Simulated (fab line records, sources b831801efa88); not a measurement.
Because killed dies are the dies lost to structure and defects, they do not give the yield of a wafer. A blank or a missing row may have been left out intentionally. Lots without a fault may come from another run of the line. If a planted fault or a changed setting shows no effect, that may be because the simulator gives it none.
A struck lot beside a sound one / flow sky130 / 28 out of 708 route steps
Sound: the wafers L451.1, L451.5, L451.6. Struck: wafer L438.6 (L438.3, L438.4, from the same lot, were not struck and are left out); the cause is given at the end.
For every step that has rows: the tool of each side, followed by ch and its chambers, followed by its first start. Under that, the readings that differ: sound wafers / struck wafers / difference of the means / sigmas: that difference in standard deviations of wafers without a fault.
alike: readings with means less than 2 such deviations apart, plus words and numbers identical on both sides. not compared: withheld readings, readings lacking a value on some wafer, bounds such as >300 that could conceal the same value, and numbers that have no deviation in the record and whose values overlap.
A row with sigmas, a row that says differs or no value, or rows on one side alone: a step with any of these is where the two part. Numbers that have no deviation but don't overlap get no sigmas and don't part them. A reading missing from all wafers of one side parts the sides only when that side holds two or more wafers.

first, 6 steps without rows for these wafers: SKY_SD_N_IMPLANT_09; SKY_SD_N_IMPLANT_10; SKY_SD_N_STRIP_11 (strips in O2/N2); SKY_SD_N_CLEAN_13 (cleans in SC1/SC2, time 150 s); SKY_SD_N_RTA_14 (time 2 s); SKY_SALICIDE_CLEAN_00 (cleans in HF-last, time 30 s).
SKY_LI_CONTACT_HDPCVD_00: deposits PSG, target thk 930 nm, time 155 s.
  sound on hdpcvd-02 ch 0,2, day 34 17:59; struck on hdpcvd-02 ch 0, day 30 09:38
reading=model.PSG_of_LI_CONTACT_HDPCVD_00.thk_nm (nm); sound=924.4 926 927.4; struck=428; difference=-498; sigmas=
SKY_LI_CONTACT_THK_MEAS_01:
  struck on film_metro-04, day 30 09:46; sound on film_metro-04, day 34 18:05
reading=LI_CONTACT_HDPCVD_THK (nm); sound=925 925 928; struck=428; difference=-498; sigmas=-54
SKY_LI_CONTACT_CMP_02: polishes PSG.
  sound on cmp-01 ch 0,1,3, day 34 18:17; struck on cmp-02 ch 3, day 30 09:52
reading=motor_current_A (A); sound=11.6 8.8 13.5; struck=14.4; difference=+3.1; sigmas=+2
reading=time_to_endpoint_s (s); sound=33.0 32.5 31.3; struck=6.4; difference=-25.9; sigmas=-11
then, 9 steps without rows for these wafers: SKY_LI_CONTACT_DEHYDRATE_04 (time 60 s); SKY_LI_CONTACT_HMDS_05 (prime time 60 s); SKY_LI_CONTACT_COAT_06 (resist thk 60 nm); SKY_LI_CONTACT_COAT_07 (resist thk 450 nm); SKY_LI_CONTACT_SOFTBAKE_08 (time 90 s); SKY_LI_CONTACT_EXPOSE_09 (exposes mask LICM1, target cd 170 nm); SKY_LI_CONTACT_PEB_10; SKY_LI_CONTACT_DEVELOP_11 (develop time 60 s); SKY_LI_CONTACT_ETCH_14 (etches BARC in N2/H2, stops on SiO2, time 45.9 s, target depth 60 nm).
SKY_LI_CONTACT_ETCH_15: etches PSG in C4F8/O2/Ar, stops on Si, target depth 600 nm.
  sound on rie_diel-02 ch 1,2, day 35 21:14; struck on rie_diel-02 ch 3, day 31 13:47
reading=oes_product_au (a.u.); sound=0.840 0.844 0.838; struck=0.705; difference=-0.136; sigmas=-29
reading=model.etch.depth_nm (nm); sound=597.3 597 597.5; struck=428; difference=-169; sigmas=
reading=model.LI_CONTACT.feature_depth_nm (nm); sound=597.3 597 597.5; struck=428; difference=-169; sigmas=
  alike: bias_w
then, 6 steps without rows for these wafers: SKY_LI_CONTACT_STRIP_16 (strips in O2/N2); SKY_LI_CONTACT_CLEAN_17 (cleans in NMP, time 600 s); SKY_LI_CONTACT_PRE_CLEAN_18 (time 5.6 s); SKY_LI_CONTACT_SPUTTER_19 (material Ti, target thk 20 nm, time 106.37 s); SKY_LI_CONTACT_SPUTTER_20 (material TiN, target thk 20 nm, time 80 s); SKY_LI_CONTACT_CVD_21 (deposits W, target thk 400 nm, time 120.56 s).
SKY_LI_CONTACT_CMP_24: polishes, stops on PSG, t overpolish 20 s, target thk 0 nm.
  sound on cmp-01 ch 1,2, day 35 22:07; struck on cmp-02 ch 1, day 31 14:39
reading=model.PSG_of_LI_CONTACT_HDPCVD_00.thk_nm (nm); sound=587.8 587.5 588; struck=418.5; difference=-169.3; sigmas=
  alike: motor_current_A, overpolish_run_s, time_to_endpoint_s
then, 1 step without rows for these wafers: SKY_LOCAL_INTERCONNECT_SPUTTER_00 (material TiN, target thk 100 nm, time 83.3 s).
-- record jumps: 16 days separate the struck wafers' starts on either side; left off in module LOCAL_INTERCONNECT, taken up again in module PAD_OPEN, whose first shown step is the route's number 708 --
SKY_PAD_OPEN_PROBE_99:
  struck on prober-02, day 47 12:56; sound on prober-02, day 50 15:05
reading=model.etest.cap_li_to_poly.c_af_um2; sound=99.36 101.1 102.8; struck=198.2; difference=+97.1; sigmas=
reading=model.etest.licon_pdiff.rc_ohm; sound=602.5 591.6 595.8; struck=520.5; difference=-76.1; sigmas=
reading=model.etest.nfet_g5v0d10v5.r_on_ohm_um; sound=1888 1880 1880; struck=1812; difference=-71; sigmas=
reading=model.etest.licon_high_po.rc_ohm; sound=352.3 345.1 362.9; struck=310.3; difference=-43.1; sigmas=
reading=model.etest.nfet_01v8.r_on_ohm_um; sound=824.3 819.1 817.9; struck=807; difference=-13; sigmas=
reading=model.etest.licon_ndiff.rc_ohm; sound=191.1 191.6 186.5; struck=150.4; difference=-39.3; sigmas=
reading=model.etest.sonos_uncharged.r_on_ohm_um; sound=808.5 808.1 805.7; struck=774.3; difference=-33.1; sigmas=
reading=model.etest.licon_poly.rc_ohm; sound=149.5 153.8 152.7; struck=132.4; difference=-19.6; sigmas=
  alike: killed_at_M0_to_M3, killed_at_M4_up, killed_at_contacts, killed_at_front_end, killed_at_other, killed_dies, killed_on_rim, killed_open, killed_short

WHERE THEY PART
First at SKY_LI_CONTACT_THK_MEAS_01; last, within this record, at SKY_LI_CONTACT_ETCH_15. Later steps at which nothing parts them and some readings are alike: SKY_LI_CONTACT_CMP_24, SKY_PAD_OPEN_PROBE_99.

WHY: whatever the simulator had introduced
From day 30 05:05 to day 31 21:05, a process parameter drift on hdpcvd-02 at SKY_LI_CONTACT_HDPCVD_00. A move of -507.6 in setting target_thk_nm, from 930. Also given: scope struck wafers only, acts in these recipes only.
